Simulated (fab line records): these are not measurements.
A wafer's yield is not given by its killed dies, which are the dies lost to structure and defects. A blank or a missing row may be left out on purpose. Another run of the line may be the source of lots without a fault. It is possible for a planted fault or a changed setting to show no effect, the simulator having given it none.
Chamber matching + flow gf180mcu + GF_V5_ETCH_16 on rie_diel-01 has 4 sister chambers
The step etches BARC in N2/H2. 4 wafers are shown with their chamber, then 11 later ones without.

## WAFERS WITH THEIR CHAMBER
| wafer  | chamber | drypump_motor_current_A (A) |
|--------|---------|-----------------------------|
| L085.1 | 2       | 5.2                         |
| L085.3 | 1       | 5.8                         |
| L087.6 | 3       | 5.0                         |
| L093.4 | 0       | 6.5                         |

## WAFERS WITH NO CHAMBER GIVEN
| wafer  | drypump_motor_current_A (A) |
|--------|-----------------------------|
| L093.5 | 5.1                         |
| L093.6 | 5.8                         |
| L094.2 | 6.5                         |
| L094.4 | 5.8                         |
| L094.6 | 5.0                         |
| L095.1 | 5.0                         |
| L095.3 | 5.2                         |
| L095.6 | 5.1                         |
| L097.1 | 5.8                         |
| L097.2 | 5.0                         |
| L097.6 | 5.2                         |

## CHAMBER TAKEN BY EACH
| wafer  | from the rows above     | in truth |
|--------|-------------------------|----------|
| L093.5 | can't be placed: 3 or 2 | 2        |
| L093.6 | 1                       | 1        |
| L094.2 | 0                       | 0        |
| L094.4 | 1                       | 1        |
| L094.6 | 3                       | 3        |
| L095.1 | 3                       | 3        |
| L095.3 | 2                       | 2        |
| L095.6 | can't be placed: 3 or 2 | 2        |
| L097.1 | 1                       | 1        |
| L097.2 | 3                       | 3        |
| L097.6 | 2                       | 2        |
9 of 11 placed correctly. Cannot be placed on the basis of these rows: 2; the candidates contain the true chamber in 2. Placed wrongly: 0.
How it was worked out, from the rows above alone: a wafer's distance from a chamber is the root of the sum, over the readings, of the square of ((its reading less the chamber's mean) divided by the reading's scatter). The wafer belongs to the nearest chamber; if the next one is less than 2 further off, it can't be placed. The mean given for a chamber averages the wafers shown for that chamber. The scatter: with one shown wafer a chamber, the root of the mean of the squares of how far each hidden wafer lies from its nearest shown one.
